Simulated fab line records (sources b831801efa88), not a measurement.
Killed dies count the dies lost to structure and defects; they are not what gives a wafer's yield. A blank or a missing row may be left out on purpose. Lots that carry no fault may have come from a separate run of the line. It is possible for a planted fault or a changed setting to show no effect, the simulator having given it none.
Which tool is to blame? + flow gf180mcu + Sampling: 14 lots, 42 wafers, 6 of 602 route steps

WHAT THE GAUGES READ, wafer by wafer
GF_STI_CD_MEAS_12: target cd 220 nm.
| lot  | measured    | on        | cd_nm (nm)        |
|------|-------------|-----------|-------------------|
| L887 | day 2 01:42 | cd_sem-01 | 219.9 220.4 219.6 |
| L888 | day 2 07:55 | cd_sem-01 | 220.6 220.1 221.5 |
| L890 | day 2 17:00 | cd_sem-02 | 220.9 220.6 221.3 |
| L893 | day 3 10:08 | cd_sem-02 | 221.7 221.9 220.3 |
| L894 | day 3 15:21 | cd_sem-01 | 219.5 220.3 219.9 |
| L895 | day 3 19:59 | cd_sem-01 | 218.8 218.4 218.9 |
| L896 | day 4 01:22 | cd_sem-02 | 218.5 219.4 218.7 |
| L897 | day 4 06:02 | cd_sem-01 | 220.4 219.2 220.1 |
| L898 | day 4 11:04 | cd_sem-01 | 220.6 219.9 221.6 |
| L899 | day 4 14:42 | cd_sem-02 | 218.4 217.5 217.7 |
| L900 | day 4 20:39 | cd_sem-01 | 218.6 220.1 220.3 |
| L907 | day 6 09:05 | cd_sem-01 | 221.0 220.2 221.3 |
| L908 | day 6 13:03 | cd_sem-02 | 219.4 220.5 219.2 |
| L909 | day 6 18:26 | cd_sem-02 | 222.0 221.5 221.8 |

GF_LVPWELL_TW_MEAS_11.
| lot  | measured    | on            | LVPWELL_TW                          |
|------|-------------|---------------|-------------------------------------|
| L887 | day 3 22:07 | film_metro-03 | 559.9 558.4 560.0                   |
| L888 | day 4 04:07 | film_metro-03 | 560.0 558.0 557.5                   |
| L890 | day 4 16:55 | film_metro-02 | 562.7 563.9 563.9                   |
| L893 | day 5 09:25 | film_metro-02 | 567.5 565.5 565.1                   |
| L894 | day 5 13:34 | film_metro-02 | 567.0 564.7 566.4                   |
| L895 | day 5 19:24 | film_metro-01 | 562.2 561.3 561.0                   |
| L896 | day 6 01:57 | film_metro-02 | 682.4 680.5 680.6 683.1 682.3 679.6 |
| L897 | day 6 06:48 | film_metro-02 | 680.8 679.8 682.3 681.7 680.2 678.9 |
| L898 | day 6 11:49 | film_metro-02 | 563.7 565.5 561.1                   |
| L899 | day 6 16:52 | film_metro-01 | 675.2 677.4 677.3 674.3 670.9 673.7 |
| L900 | day 6 21:15 | film_metro-01 | 560.5 566.3 563.4                   |
| L907 | day 8 14:31 | film_metro-01 | 558.3 563.1 562.1                   |
| L908 | day 8 21:24 | film_metro-02 | 568.9 563.8 564.2                   |
| L909 | day 9 01:50 | film_metro-02 | 562.8 560.2 563.1                   |

GF_VT_IMPLANT_RS_MEAS_48: a four-point-probe measurement.
| lot  | measured     | on            | LVPWELL_RS (ohm/sq)     |
|------|--------------|---------------|-------------------------|
| L887 | day 7 14:40  | film_metro-02 | 1202 1198 1202          |
| L888 | day 7 22:01  | film_metro-03 | 1198 1197 1200          |
| L890 | day 8 13:48  | film_metro-01 | 1197 1196 1199          |
| L893 | day 9 08:10  | film_metro-02 | 1201 1198 1201          |
| L894 | day 9 15:16  | film_metro-01 | 1200 1199 1200          |
| L895 | day 9 22:02  | film_metro-01 | 1193 1192 1196          |
| L896 | day 10 04:43 | film_metro-02 | 843 841 845 841 844 845 |
| L897 | day 10 11:21 | film_metro-01 | 842 843 844 843 844 843 |
| L898 | day 10 17:36 | film_metro-01 | 1202 1198 1198          |
| L899 | day 10 23:02 | film_metro-01 | 844 846 845 844 845 844 |
| L900 | day 11 03:52 | film_metro-03 | 1196 1193 1197          |
| L907 | day 13 06:20 | film_metro-02 | 1198 1198 1200          |
| L908 | day 13 12:46 | film_metro-02 | 1197 1201 1202          |
| L909 | day 13 19:02 | film_metro-03 | 1200 1198 1197          |

GF_CONTACT_THK_MEAS_26: measures by xrf.
| lot  | measured     | on            | CONTACT_W_THK (nm) |
|------|--------------|---------------|--------------------|
| L887 | day 16 06:34 | film_metro-02 | 303 296 302        |
| L888 | day 16 16:42 | film_metro-03 | 304 313 312        |
| L890 | day 17 13:44 | film_metro-03 | 304 308 301        |
| L893 | day 18 16:43 | film_metro-03 | 305 305 304        |
| L894 | day 18 23:23 | film_metro-01 | 299 305 301        |
| L895 | day 19 04:27 | film_metro-01 | 304 304 302        |
| L898 | day 20 10:16 | film_metro-03 | 311 311 309        |
| L900 | day 21 00:30 | film_metro-01 | 309 306 306        |
| L907 | day 23 11:25 | film_metro-02 | 308 304 305        |
| L908 | day 23 18:38 | film_metro-02 | 310 309 306        |
| L909 | day 24 03:04 | film_metro-03 | 307 309 308        |

WHAT TOOL EACH LOT RAN ON (gives the tool, then ch and the chambers of the sampled wafers, and finally the start)
| lot  | GF_LVPWELL_IMPLANT_08          | GF_SALICIDE_RTA_06               |
|------|--------------------------------|----------------------------------|
| L887 | implanter-04 ch 0, day 3 21:44 | rtp_anneal-01 ch 0, day 15 06:25 |
| L888 | implanter-03 ch 0, day 4 03:43 | rtp_anneal-02 ch 0, day 15 16:36 |
| L890 | implanter-04 ch 0, day 4 16:31 | rtp_anneal-01 ch 0, day 16 12:41 |
| L893 | implanter-03 ch 0, day 5 09:01 | rtp_anneal-02 ch 0, day 17 15:26 |
| L894 | implanter-02 ch 0, day 5 13:10 | rtp_anneal-02 ch 0, day 17 21:14 |
| L895 | implanter-03 ch 0, day 5 19:02 | rtp_anneal-01 ch 0, day 18 03:11 |
| L896 | implanter-04 ch 0, day 6 01:14 | -                                |
| L897 | implanter-02 ch 0, day 6 06:07 | -                                |
| L898 | implanter-04 ch 0, day 6 11:28 | rtp_anneal-01 ch 0, day 19 07:56 |
| L899 | implanter-02 ch 0, day 6 15:53 | -                                |
| L900 | implanter-02 ch 0, day 6 20:52 | rtp_anneal-02 ch 0, day 19 22:02 |
| L907 | implanter-03 ch 0, day 8 14:08 | rtp_anneal-02 ch 0, day 22 11:02 |
| L908 | implanter-04 ch 0, day 8 21:01 | rtp_anneal-02 ch 0, day 22 18:09 |
| L909 | implanter-02 ch 0, day 9 01:26 | rtp_anneal-02 ch 0, day 23 03:14 |
- GF_LVPWELL_IMPLANT_08
- GF_SALICIDE_RTA_06: time 30 s.

AS READ BY THE TOOLS THEMSELVES (means over the sampled wafers that have a number; for cases with no such wafer, the mark the record gives instead)
GF_SALICIDE_RTA_06.
| lot  | tool          | lamp_power_pct (%) | wafer_temp_C_max |
|------|---------------|--------------------|------------------|
| L887 | rtp_anneal-01 | 6.19               | 531.3            |
| L888 | rtp_anneal-02 | 6.37               | 532.0            |
| L890 | rtp_anneal-01 | 6.18               | 531.2            |
| L893 | rtp_anneal-02 | 6.38               | 532.3            |
| L894 | rtp_anneal-02 | 6.37               | 532.3            |
| L895 | rtp_anneal-01 | 6.19               | 531.3            |
| L898 | rtp_anneal-01 | 6.19               | 531.2            |
| L900 | rtp_anneal-02 | 6.37               | 532.4            |
| L907 | rtp_anneal-02 | 6.37               | 532.7            |
| L908 | rtp_anneal-02 | 6.37               | 532.2            |
| L909 | rtp_anneal-02 | 6.37               | 532.8            |

THE ANSWER, worked out from the rows above alone
Rule: the usual values come from the lots themselves. Put in order of their means at a reading, lots are off if they are a third of the lots or fewer, leave a main group of 4 or more, and stand apart from it by a gap of 3 or more times the standard deviation of the main group's means; of several such gaps the widest counts. If all means in a main group match to the digits the tables above print for the reading, that group is not used. A lot without any number at a reading at which 4 lots or more have one is off too. The other lots that the step has rows for count as sound. After the gauges, taken in route order, come the tools' own readings; for these a lot's mean is taken, as printed above. At the first step where some lot is off, the reading lying furthest off is the one used; lots without a number count as furthest.
Off: L896, L897, L899, at GF_LVPWELL_TW_MEAS_11 (LVPWELL_TW). The main group has a mean of 562.8 with a standard deviation of 2.4.
If a tool, at a process step before that reading, ran all the lots that are off and no sound lot after the first of them, it fits. Gauges at GF_LVPWELL_TW_MEAS_11: tried the same way as those tools. None of those tried fits.

WHAT THE SIMULATOR HAD INSERTED
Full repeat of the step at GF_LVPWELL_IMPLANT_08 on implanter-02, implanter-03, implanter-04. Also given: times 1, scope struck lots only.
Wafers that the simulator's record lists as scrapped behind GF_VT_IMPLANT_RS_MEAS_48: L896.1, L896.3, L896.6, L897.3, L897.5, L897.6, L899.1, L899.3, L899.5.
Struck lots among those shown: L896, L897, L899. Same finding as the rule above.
